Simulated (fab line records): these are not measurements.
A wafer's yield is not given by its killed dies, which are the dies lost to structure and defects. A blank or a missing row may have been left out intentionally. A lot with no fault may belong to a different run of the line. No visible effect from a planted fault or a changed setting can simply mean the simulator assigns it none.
fab line records	flow gf180mcu
[record] lots = 13	wafers = 39	lastDay = 34
route steps=602 shown STI@24 DNWELL@41 VT_IMPLANT@108 HV_LDD@225
lots with no fault: from the same line, run without faults
startH: hours from the record's opening day to when the first of the lot's shown wafers began	waitH: time in hours since the lot's previous step	" as in the row above	L1.1+2: a row that stands for several wafers	- either no value or no given start	* or withheld: withheld	< > ~ a bound
route shown NAME@n: NAME is a module with steps in the file, n the number in the route of the first one	usual: mean/standard deviation of fault-free wafers	same: alike in all rows	chamber/n: place in a boat	sites: per-site readings	_std_site: standard deviation across them	_edge_site: mean of outer sites minus mean of inner sites	radiusMm: for every site, how far away it sits from the centre of the wafer	mask NAME#n: copy n	behind: the most recent tool/chamber to have shaped the wafer	hold: why the lot went on hold/how many hours it stayed there/how the hold came to an end	device: names the non-switching transistor (n, p or np)	end of line: tests run on the same wafers once the route is complete	step lacking rows: just its recipe	killed: dies that structure and defects cost at the first sort, which is not the same as the wafer's yield	map: dies across one wafer; x = killed, . = not, _ = none there
set.NAME: the setting that was run; set.NAME@STEP: the one run at that earlier step	model.NAME: the simulator's own value behind a step, which no gauge read
a sample of lots followed through the steps of the route, with each step as a table and each wafer as a row
services: when a tool's chamber went out of use (startH, in hours from the record's first day, below 0 if earlier), for how many hours, and the reason
[[steps]]
[step GF_STI_CVD_23]
[recipe] material = SiO2	targetThkNm = 650	sigmaOpenFrac = 0.3	timeS = 108.3	tempC = 600	sih4FlowSccm = 60	pressureMtorr = 6
lot.wafer	tool	chamber	startH	waitH
L251.1+2+6	hdpcvd-02	0,1,1	32.30	0.1
L252.1+2+4	hdpcvd-02	1,2,1	37.70	0.1
L253.2+5+6	hdpcvd-02	1,0,2	43.08	0.0
L254.1+2+3	hdpcvd-01	0,1,2	47.77	0.1
L258.2+4+5	hdpcvd-02	0,0,2	70.22	0.0
L261.2+3+5	hdpcvd-01	2,0,0	84.71	0.0
L262.3+5+6	hdpcvd-02	1,2,1	89.61	0.1
L264.2+4+5	hdpcvd-01	0,2,1	99.38	0.0
L266.1+4+6	hdpcvd-01	2,0,1	109.62	0.1
L267.2+3+6	hdpcvd-01	2,0,0	114.90	0.0
L269.2+3+4	hdpcvd-01	1,2,1	124.85	0.0
L271.1+5+6	hdpcvd-01	1,0,1	137.51	0.1
L272.2+3+5	hdpcvd-01	1,2,0	142.97	0.0
[step GF_STI_THK_MEAS_24]
[recipe] reads = SiO2_of_STI_CVD_23
[usual] STI_CVD_23_THK = 650/5.1
lot.wafer	tool	chamber	startH	waitH	STI_CVD_23_THK[nm]
L251.1	filmMetro-03	-	32.38	0.0	644
L251.2	"	-	"	"	651
L251.6	"	-	"	"	653
L252.1	filmMetro-03	-	37.78	0.0	652
L252.2	"	-	"	"	643
L252.4	"	-	"	"	649
L253.2	filmMetro-01	-	43.17	0.0	651
L253.5	"	-	"	"	645
L253.6	"	-	"	"	649
L254.1	filmMetro-02	-	47.85	0.0	657
L254.2	"	-	"	"	646
L254.3	"	-	"	"	655
L258.2	filmMetro-01	-	70.31	0.0	686
L258.4	"	-	"	"	681
L258.5	"	-	"	"	650
L261.2	filmMetro-01	-	84.80	0.0	648
L261.3	"	-	"	"	650
L261.5	"	-	"	"	655
L262.3	filmMetro-01	-	89.70	0.1	652
L262.5	"	-	"	"	647
L262.6	"	-	"	"	654
L264.2	filmMetro-01	-	99.47	0.0	653
L264.4	"	-	"	"	651
L264.5	"	-	"	"	651
L266.1	filmMetro-01	-	109.69	0.0	653
L266.4	"	-	"	"	653
L266.6	"	-	"	"	648
L267.2	filmMetro-02	-	114.99	0.0	652
L267.3	"	-	"	"	655
L267.6	"	-	"	"	655
L269.2	filmMetro-02	-	124.94	0.0	651
L269.3	"	-	"	"	643
L269.4	"	-	"	"	648
L271.1	filmMetro-02	-	137.58	0.0	657
L271.5	"	-	"	"	647
L271.6	"	-	"	"	654
L272.2	filmMetro-03	-	143.06	0.0	651
L272.3	"	-	"	"	659
L272.5	"	-	"	"	647
[step GF_DNWELL_TW_MEAS_09]
[usual] DNWELL_TW = 1346/8.2
lot.wafer	tool	chamber	startH	waitH	DNWELL_TW
L251.1	filmMetro-01	-	47.69	0.1	1356
L251.2	"	-	"	"	1355
L251.6	"	-	"	"	1351
L252.1	filmMetro-04	-	52.89	0.1	1341
L252.2	"	-	"	"	1343
L252.4	"	-	"	"	1338
L253.2	filmMetro-02	-	58.73	0.2	1350
L253.5	"	-	"	"	1353
L253.6	"	-	"	"	1354
L254.1	filmMetro-04	-	63.19	0.1	1344
L254.2	"	-	"	"	1344
L254.3	"	-	"	"	1343
L258.2	filmMetro-01	-	86.92	0.1	1352
L258.4	"	-	"	"	1350
L258.5	"	-	"	"	1348
L261.2	filmMetro-01	-	101.80	0.1	1354
L261.3	"	-	"	"	1355
L261.5	"	-	"	"	1361
L262.3	filmMetro-01	-	106.61	0.1	1348
L262.5	"	-	"	"	1339
L262.6	"	-	"	"	1351
L264.2	filmMetro-02	-	117.67	0.1	1342
L264.4	"	-	"	"	1341
L264.5	"	-	"	"	1346
L266.1	filmMetro-04	-	128.11	0.1	1338
L266.4	"	-	"	"	1341
L266.6	"	-	"	"	1341
L267.2	filmMetro-04	-	132.72	0.1	1345
L267.3	"	-	"	"	1338
L267.6	"	-	"	"	1336
L269.2	filmMetro-04	-	143.65	0.1	1339
L269.3	"	-	"	"	1342
L269.4	"	-	"	"	1344
L271.1	filmMetro-01	-	158.49	0.1	1333
L271.5	"	-	"	"	1321
L271.6	"	-	"	"	1329
L272.2	filmMetro-01	-	161.05	0.1	1347
L272.3	"	-	"	"	1344
L272.5	"	-	"	"	1348
[step GF_VT_IMPLANT_OVL_MEAS_18]
[usual] VT_IMPLANT_01_OVL = 0.1/1.4
lot.wafer	tool	chamber	startH	waitH	VT_IMPLANT_01_OVL[nm]
L251.1	overlay-02	-	131.89	0.1	0.5
L251.2	"	-	"	"	-0.3
L251.6	"	-	"	"	0.9
L252.1	overlay-02	-	138.84	0.1	1.4
L252.2	"	-	"	"	1.3
L252.4	"	-	"	"	2.0
L253.2	overlay-02	-	145.85	0.1	0.1
L253.5	"	-	"	"	2.6
L253.6	"	-	"	"	1.3
L254.1	overlay-02	-	150.19	0.1	2.7
L254.2	"	-	"	"	2.1
L254.3	"	-	"	"	2.8
L258.2	overlay-01	-	179.05	0.1	-1.9
L258.4	"	-	"	"	0.2
L258.5	"	-	"	"	-1.0
L261.2	overlay-02	-	196.50	0.1	-2.4
L261.3	"	-	"	"	-0.4
L261.5	"	-	"	"	-0.5
L262.3	overlay-02	-	202.40	0.1	-0.9
L262.5	"	-	"	"	-1.6
L262.6	"	-	"	"	1.0
L264.2	overlay-01	-	214.75	0.1	0.8
L264.4	"	-	"	"	-1.0
L264.5	"	-	"	"	0.5
L266.1	overlay-01	-	226.99	0.1	-1.2
L266.4	"	-	"	"	-1.0
L266.6	"	-	"	"	-0.5
L267.2	overlay-01	-	232.50	0.1	1.9
L267.3	"	-	"	"	1.8
L267.6	"	-	"	"	3.3
L269.2	overlay-01	-	245.95	0.1	0.8
L269.3	"	-	"	"	0.2
L269.4	"	-	"	"	2.3
L271.1	overlay-01	-	264.64	0.1	-0.5
L271.5	"	-	"	"	-2.4
L271.6	"	-	"	"	0.0
L272.2	overlay-02	-	266.05	0.1	1.6
L272.3	"	-	"	"	1.4
L272.5	"	-	"	"	2.5
[step GF_HV_LDD_STRIP_49]
[recipe] chemistry = O2/N2	powerW = 1400	pressureMtorr = 1500	platenTempC = 250	o2FlowSccm = 3000	n2FlowSccm = 300	overashFraction = 0.5
[usual] drypumpMotorCurrentA = 6.22/0.21	heaterPowerW = 346/32	oesProductAu = 0.716/0.0041	stripTimeToEndpointS = 12.65/0.039
lot.wafer	tool	chamber	startH	waitH	drypumpMotorCurrentA	heaterPowerW	oesProductAu	rfHoursCounterH	stripTimeToEndpointS
L251.1	plasmaAsher-03	1	277.75	0.1	6.24	302	0.722	17	12.65
L251.2	"	0	"	"	5.97	362	0.711	17	12.63
L251.6	"	1	"	"	6.25	299	0.717	-	12.63
L252.1	plasmaAsher-01	0	289.45	0.1	6.54	344	0.714	65	12.68
L252.2	"	1	"	"	6.55	372	0.715	65	12.71
L252.4	"	1	"	"	6.55	364	0.718	-	12.70
L253.2	plasmaAsher-04	1	297.70	0.1	6.30	381	0.719	52	12.67
L253.5	"	0	"	"	6.23	352	0.715	-	12.72
L253.6	"	1	"	"	6.34	386	0.718	-	12.69
L254.1	plasmaAsher-03	1	307.79	0.1	6.27	297	0.715	19	12.64
L254.2	"	0	"	"	5.90	355	0.718	19	12.67
L254.3	"	1	"	"	6.27	295	0.720	-	12.66
L258.2	plasmaAsher-03	1	340.29	0.1	6.24	302	0.710	23	12.67
L258.4	"	1	"	"	6.23	295	0.715	-	12.65
L258.5	"	1	"	"	6.23	310	0.717	-	12.67
L261.2	plasmaAsher-03	1	362.61	0.1	6.25	294	0.726	25	12.64
L261.3	"	0	"	"	5.93	364	0.718	-	12.66
L261.5	"	0	"	"	5.94	369	0.717	-	12.64
L262.3	plasmaAsher-03	1	370.23	0.1	6.22	298	0.717	-	12.61
L262.5	"	0	"	"	5.94	373	0.723	-	12.63
L262.6	"	1	"	"	6.26	303	0.711	-	12.65
L264.2	plasmaAsher-03	1	384.16	0.1	6.27	297	0.716	28	12.65
L264.4	"	0	"	"	5.91	354	0.716	-	12.67
L264.5	"	0	"	"	5.93	369	0.710	-	12.63
L266.1	plasmaAsher-04	1	402.04	0.1	6.26	395	0.712	61	12.68
L266.4	"	1	"	"	6.29	385	0.715	-	12.70
L266.6	"	1	"	"	6.30	377	0.709	-	12.66
L267.2	plasmaAsher-04	1	407.91	0.1	6.32	380	0.707	62	12.62
L267.3	"	0	"	"	6.34	353	0.719	-	12.63
L267.6	"	1	"	"	6.32	388	0.718	-	12.67
L269.2	plasmaAsher-04	0	424.66	0.1	6.23	367	0.720	64	12.63
L269.3	"	1	"	"	6.34	382	0.715	-	12.64
L269.4	"	0	"	"	6.26	359	0.716	-	12.65
L271.1	plasmaAsher-03	1	447.31	0.1	6.27	295	0.717	34	12.65
L271.5	"	0	"	"	5.93	358	0.711	-	12.63
L271.6	"	1	"	"	6.25	299	0.722	-	12.58
L272.2	plasmaAsher-03	0	453.69	0.1	5.97	362	0.719	35	12.65
L272.3	"	0	"	"	5.96	364	0.710	-	12.65
L272.5	"	0	"	"	5.93	354	0.714	-	12.60
[[services]]
tool	chamber	startH	hours	kind
hdpcvd-01	-	20.11	1.0	repair
plasmaAsher-04	-	21.52	0.6	repair
hdpcvd-01	-	74.07	1.0	repair
hdpcvd-02	0	87.98	5.8	repair
plasmaAsher-01	-	89.10	3.2	repair
hdpcvd-02	-	90.72	2.2	repair
plasmaAsher-03	-	108.75	9.0	pm
plasmaAsher-03	0	108.75	9.0	ventCycle
plasmaAsher-03	1	108.75	9.0	ventCycle
hdpcvd-02	-	137.27	3.0	repair
plasmaAsher-01	-	140.39	2.7	repair
plasmaAsher-03	-	166.68	1.1	repair
plasmaAsher-04	-	179.33	2.8	pm
hdpcvd-01	-	200.99	1.4	repair
hdpcvd-02	0	215.69	6.6	repair
plasmaAsher-01	-	228.96	2.2	repair
hdpcvd-02	-	264.00	2.8	pm
hdpcvd-01	-	297.03	1.6	repair
plasmaAsher-04	-	340.79	1.7	repair
plasmaAsher-04	-	362.87	13.9	repair
hdpcvd-02	-	376.43	6.0	pm
plasmaAsher-03	-	381.61	0.5	repair
hdpcvd-01	-	397.25	2.8	pm
hdpcvd-02	0	430.86	16.9	repair
[[key]]
[firstSign] step = GF_STI_THK_MEAS_24	reading = STI_CVD_23_THK	direction = up	sigmas = 6.5	usual = 650	struck = 684
effect none on later readings
metAt GF_STI_CVD_23
struckLots L258
struckWafers L258.2,L258.4
testerLeftOut L258
notActingAt GF_DNWELL_TW_MEAS_09,GF_VT_IMPLANT_OVL_MEAS_18,GF_HV_LDD_STRIP_49
onsetBetween 43.08 70.22
[fault] kind = processParameterDrift	tool = hdpcvd-02	chamber = 0	onsetH = 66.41	steps = GF_STI_CVD_23	channel = targetThkNm	offset = 33.716	shape = step	endH = 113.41	actsIn = theseRecipesOnly	stated = 650
// testerLeftOut: of these lots the tester's yield and bins aren't shown, on N5 and GAA mostly nor the transistor test; their killed dies are dies lost to structure and defects alone, not to doping, threshold or leakage, so they don't give the yield
